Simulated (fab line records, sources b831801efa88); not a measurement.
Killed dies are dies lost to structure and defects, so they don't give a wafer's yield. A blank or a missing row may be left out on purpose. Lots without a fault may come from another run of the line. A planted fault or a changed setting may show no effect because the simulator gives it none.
Which tool did it? | flow sky130 | 11 lots, 33 wafers sampled, at 3 steps of a route of 708

WHAT THE GAUGES READ, wafer by wafer
SKY_PASSIVATION_THK_MEAS_01.
lot  | measured     | on            | PASSIVATION_CVD_00_THK (nm)
L861 | day 43 16:19 | film_metro-04 | 88.8 90.8 91.1
L862 | day 44 05:06 | film_metro-04 | 90.0 89.6 92.8
L867 | day 45 21:57 | film_metro-03 | 88.3 90.1 90.4
L869 | day 46 01:04 | film_metro-04 | 89.2 91.2 89.9
L870 | day 46 23:46 | film_metro-02 | 89.9 87.6 88.7
L871 | day 47 01:34 | film_metro-04 | 88.9 90.1 90.4
L872 | day 47 14:58 | film_metro-04 | 89.2 89.1 88.0
L881 | day 49 10:26 | film_metro-04 | 90.6 89.8 92.1
L883 | day 49 14:13 | film_metro-03 | 88.3 91.0 89.5
L882 | day 49 14:47 | film_metro-04 | 89.7 91.1 89.9
L884 | day 49 15:18 | film_metro-04 | 90.2 88.4 90.5

WHICH TOOL RAN EACH LOT (tool, then ch and the chambers of the sampled wafers, then the start)
lot  | SKY_CAPM_SPUTTER_02          | SKY_METAL4_ETCH_16
L861 | pvd_sputter-01, day 36 05:52 | rie_metal-01 ch 0,1, day 41 14:54
L862 | pvd_sputter-04, day 36 18:46 | rie_metal-02 ch 0,1, day 42 03:24
L867 | pvd_sputter-02, day 38 17:04 | rie_metal-01 ch 0,1, day 43 22:27
L869 | pvd_sputter-01, day 38 23:14 | rie_metal-01 ch 0,1, day 44 03:18
L870 | pvd_sputter-01, day 39 23:46 | rie_metal-03 ch 0,1, day 45 02:54
L871 | pvd_sputter-01, day 40 00:53 | rie_metal-02 ch 0,1, day 45 03:36
L872 | pvd_sputter-02, day 40 18:26 | rie_metal-03 ch 0,1, day 45 18:55
L881 | pvd_sputter-02, day 43 00:31 | rie_metal-03 ch 0,1, day 47 17:16
L883 | pvd_sputter-01, day 43 03:45 | rie_metal-01 ch 0,1, day 47 21:22
L882 | pvd_sputter-02, day 43 04:15 | rie_metal-02 ch 0,1, day 47 21:23
L884 | pvd_sputter-02, day 43 07:03 | rie_metal-03 ch 0,1, day 47 22:31
- SKY_CAPM_SPUTTER_02: material TiN, target thk 200 nm, time 166.7 s.
- SKY_METAL4_ETCH_16: etches BARC in N2/H2, stops on SiO2, time 88.2 s, target depth 60 nm.

THE ANSWER, worked out from the rows above alone
Rule: what is usual is taken from the lots themselves. Put in order of their means at a reading, lots are off if they are a third of the lots or fewer, leave a main group of 4 or more, and stand apart from it by a gap of 3 or more times the standard deviation of the main group's means; of several such gaps the widest counts. A main group whose means are all the same, to the digits that the tables above print for the reading, isn't used. A lot without any number at a reading at which 4 lots or more have one is off too. The other lots that the step has rows for count as sound.
No lot is off at any reading shown: from this, nothing can be told.

WHAT THE SIMULATOR HAD PUT IN
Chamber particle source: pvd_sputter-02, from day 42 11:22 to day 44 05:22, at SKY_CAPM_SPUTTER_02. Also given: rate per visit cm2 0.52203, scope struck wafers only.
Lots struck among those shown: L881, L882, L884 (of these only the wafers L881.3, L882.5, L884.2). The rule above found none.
